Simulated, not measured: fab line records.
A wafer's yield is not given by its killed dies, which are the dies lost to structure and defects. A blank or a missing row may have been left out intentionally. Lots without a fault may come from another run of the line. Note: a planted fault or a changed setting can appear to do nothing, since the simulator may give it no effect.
Chamber matching || flow sky130 || 4 sister chambers for SKY_LI_CONTACT_ETCH_15 on rieDiel-03
The step etches PSG in C4F8/O2/Ar, stops on Si, target depth 600 nm. 4 wafers are shown with their chamber, then 7 later ones without.

WAFERS WITH THEIR CHAMBER
{"wafer": "L661.4", "chamber": 3, "oesProductAu (a.u.)": 0.829}
{"wafer": "L671.3", "chamber": 2, "oesProductAu (a.u.)": 0.832}
{"wafer": "L674.3", "chamber": 0, "oesProductAu (a.u.)": 0.838}
{"wafer": "L674.4", "chamber": 1, "oesProductAu (a.u.)": 0.838}

WAFERS WITHOUT THEIR CHAMBER
{"wafer": "L674.6", "oesProductAu (a.u.)": 0.843}
{"wafer": "L675.2", "oesProductAu (a.u.)": 0.840}
{"wafer": "L675.3", "oesProductAu (a.u.)": 0.830}
{"wafer": "L675.4", "oesProductAu (a.u.)": 0.843}
{"wafer": "L682.1", "oesProductAu (a.u.)": 0.840}
{"wafer": "L682.4", "oesProductAu (a.u.)": 0.837}
{"wafer": "L682.5", "oesProductAu (a.u.)": 0.837}

CHAMBER TAKEN BY EACH
{"wafer": "L674.6", "from the rows above": "can't be placed: 0 or 1", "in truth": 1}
{"wafer": "L675.2", "from the rows above": "can't be placed: 0 or 1", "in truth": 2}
{"wafer": "L675.3", "from the rows above": "can't be placed: 3 or 2", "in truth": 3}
{"wafer": "L675.4", "from the rows above": "can't be placed: 0 or 1", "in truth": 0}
{"wafer": "L682.1", "from the rows above": "can't be placed: 0 or 1", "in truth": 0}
{"wafer": "L682.4", "from the rows above": "can't be placed: 0 or 1 or 2", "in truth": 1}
{"wafer": "L682.5", "from the rows above": "can't be placed: 0 or 1 or 2", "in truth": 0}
Correctly placed: 0 of 7. These rows do not allow placing 7 (true chamber among the candidates in 6). Number placed wrongly: 0.
How it was worked out, from the rows above alone: a wafer's distance from a chamber is the root of the sum, over the readings, of the square of ((its reading less the chamber's mean) divided by the reading's scatter). The wafer belongs to the nearest chamber; if the next one is less than 2 further off, it can't be placed. A chamber's mean is the mean of its shown wafers. The scatter (one wafer shown for each chamber): square how far every hidden wafer sits from the nearest shown wafer, average those squares and take the square root.
